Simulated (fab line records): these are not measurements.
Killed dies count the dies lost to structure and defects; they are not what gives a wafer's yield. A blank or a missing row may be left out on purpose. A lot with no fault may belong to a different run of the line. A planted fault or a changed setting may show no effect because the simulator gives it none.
8D (eight disciplines) problem report, filled in by code | flow sky130 | the parts of the form that need people (team, actions taken, sign-off) are left out

1. WHAT IS WRONG
CAPM_TIN_RS at SKY_CAPM_RS_MEAS_03 reads a mean of 9.75 ohm/sq on 5 wafers of 2 lots; wafers without a fault read 6.93 ohm/sq with a standard deviation of 0.089. Measured from the usual mean, that is +32 standard deviations.
The step: measures by four-point-probe.
Seen first at day 38 21:50 on film metro-03, wafer L155.1. At this step, 30 wafers from 10 lots have a number in the record. The rule behind "out" and "out of limits": a value lying over 4 standard deviations away from the usual mean. The rest of the wafers with a number are treated as sound.

2. WHAT IT IS, WHAT IT ISN'T
question                    | is                                     | is not
which readings at this step | CAPM_TIN_RS                            | -
which lots                  | L155, L156                             | L152, L153, L164, L167, L168, L169, L171, L172
which wafers of those lots  | L155.1, L155.4, L155.5, L156.4, L156.5 | L156.2
read on which gauges        | film metro-01, film metro-03           | film metro-04
when                        | from day 38 21:50                      | up to then (6 sound wafers); but 19 sound wafers of L156, L164, L167, L168, L169, L171, L172 came after

3. THE SUSPECTS, EACH WITH WHAT RULES IT OUT
Counting: if a tool at a process step up to the reading ran every lot that is out, it stays a suspect. Sound lots after the first of them don't rule it out here, since some wafers of a struck lot are sound.
- the gauge at SKY_CAPM_RS_MEAS_03 is ruled out. The wafers that are out were read on 2 gauges (film metro-01, film metro-03).
- pvd sputter-02 at SKY_CAPM_SPUTTER_02 (material TiN, target thk 200 nm, time 166.7 s): kept. Ran every lot that is out, first one L155 (day 38 21:44); last sound lot up to then L153 (day 38 18:46).
The count leaves pvd sputter-02 at SKY_CAPM_SPUTTER_02.

4. THE CAUSE (what the simulator had put in)
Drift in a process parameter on pvd sputter-02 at SKY_CAPM_SPUTTER_02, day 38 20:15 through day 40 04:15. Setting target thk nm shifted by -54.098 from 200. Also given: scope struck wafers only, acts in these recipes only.
Counting left only this tool.

5. THE CHAIN OF EFFECTS, in route order
Rows list readings where the struck wafers' mean (over those with a number) sits beyond 3 standard deviations from the usual. Scope: only readings with a usual standard deviation given in the record; hours: median across lots of the time from each lot's start at the first step in this table that gives one to its start at this step; sigmas: change in usual standard deviations.
hours | step                   | reading            | usual       | on struck wafers | change | sigmas
0     | SKY_CAPM_RS_MEAS_03    | CAPM_TIN_RS        | 6.93 ohm/sq | 9.75             | +2.82  | +32
0     | SKY_CAPM_THK_MEAS_04   | CAPM_TIN_THK       | 201.8 nm    | 144.6            | -57.2  | -21
25    | SKY_CAPM_METAL_ETCH_13 | oes product au     | 0.940 a.u.  | 0.783            | -0.157 | -18
25    | SKY_CAPM_METAL_ETCH_13 | throttle valve pct | 21.902 %    | 21.998           | +0.096 | +10
Here are the process steps it includes:
- SKY_CAPM_METAL_ETCH_13: etches TiN in Cl2/BCl3, stops on SiO2, target depth 220 nm, time 62.9 s.

6. HOW IT WOULD HAVE BEEN CAUGHT EARLIER
2 hours passed between the start of the fault at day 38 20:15 and the first reading out of limits at a measuring or inspecting step in this record, taken at day 38 21:50.
Of the tool readings at SKY_CAPM_SPUTTER_02 for which the record gives a usual standard deviation, none was out on any struck wafer, so an alarm limit of 4 standard deviations on them would not have fired.
Of the lots that are out (2), L156 began SKY_CAPM_SPUTTER_02 on pvd sputter-02 after day 38 21:50. Holding the tool at that time would have saved it.
